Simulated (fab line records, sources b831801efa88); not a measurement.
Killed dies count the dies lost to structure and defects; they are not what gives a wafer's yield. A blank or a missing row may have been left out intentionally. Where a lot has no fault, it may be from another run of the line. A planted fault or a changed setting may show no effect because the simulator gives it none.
Matching of chambers || flow gf180mcu || rie-diel-03 running GF_V2_ETCH_16: 4 sister chambers
The step etches BARC in N2/H2. 8 wafers are shown with their chamber, then 8 later ones without.

WAFERS WITH THEIR CHAMBER
{"wafer": "L076.3", "chamber": 0, "drypump-motor-current-A (A)": 5.93, "oes-product-au (a.u.)": 0.860}
{"wafer": "L085.3", "chamber": 2, "drypump-motor-current-A (A)": 5.72, "oes-product-au (a.u.)": 0.857}
{"wafer": "L085.5", "chamber": 2, "drypump-motor-current-A (A)": 5.74, "oes-product-au (a.u.)": 0.856}
{"wafer": "L085.6", "chamber": 1, "drypump-motor-current-A (A)": 5.47, "oes-product-au (a.u.)": 0.857}
{"wafer": "L091.1", "chamber": 1, "drypump-motor-current-A (A)": 5.47, "oes-product-au (a.u.)": 0.852}
{"wafer": "L091.2", "chamber": 0, "drypump-motor-current-A (A)": 5.90, "oes-product-au (a.u.)": 0.850}
{"wafer": "L091.3", "chamber": 3, "drypump-motor-current-A (A)": 5.91, "oes-product-au (a.u.)": 0.856}
{"wafer": "L092.1", "chamber": 3, "drypump-motor-current-A (A)": 5.86, "oes-product-au (a.u.)": 0.854}

WAFERS WITH NO CHAMBER GIVEN
{"wafer": "L092.2", "drypump-motor-current-A (A)": 5.50, "oes-product-au (a.u.)": 0.857}
{"wafer": "L092.3", "drypump-motor-current-A (A)": 5.73, "oes-product-au (a.u.)": 0.861}
{"wafer": "L092.4", "drypump-motor-current-A (A)": 5.74, "oes-product-au (a.u.)": 0.861}
{"wafer": "L092.5", "drypump-motor-current-A (A)": 5.49, "oes-product-au (a.u.)": 0.858}
{"wafer": "L092.6", "drypump-motor-current-A (A)": 5.87, "oes-product-au (a.u.)": 0.861}
{"wafer": "L095.1", "drypump-motor-current-A (A)": 5.47, "oes-product-au (a.u.)": 0.855}
{"wafer": "L095.2", "drypump-motor-current-A (A)": 5.88, "oes-product-au (a.u.)": 0.855}
{"wafer": "L095.4", "drypump-motor-current-A (A)": 5.86, "oes-product-au (a.u.)": 0.858}

THE CHAMBER EACH PASSED THROUGH
{"wafer": "L092.2", "from the rows above": 1, "in truth": 1}
{"wafer": "L092.3", "from the rows above": 2, "in truth": 2}
{"wafer": "L092.4", "from the rows above": 2, "in truth": 2}
{"wafer": "L092.5", "from the rows above": 1, "in truth": 1}
{"wafer": "L092.6", "from the rows above": "can't be placed: 3 or 0", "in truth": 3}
{"wafer": "L095.1", "from the rows above": 1, "in truth": 1}
{"wafer": "L095.2", "from the rows above": "can't be placed: 3 or 0", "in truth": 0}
{"wafer": "L095.4", "from the rows above": "can't be placed: 3 or 0", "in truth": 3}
Correctly placed: 5 of 8. Unplaceable from these rows: 3, with the true chamber sitting among the candidates in 3. Wrongly placed: 0.
How it was worked out, from the rows above alone: a wafer's distance from a chamber is the root of the sum, over the readings, of the square of ((its reading less the chamber's mean) divided by the reading's scatter). The wafer belongs to the nearest chamber; if the next one is less than 2 further off, it can't be placed. The mean given for a chamber averages the wafers shown for that chamber. The scatter is the square root of a quotient: the sum, over the shown wafers, of each reading's squared deviation from its chamber's mean, divided by wafers minus chambers.
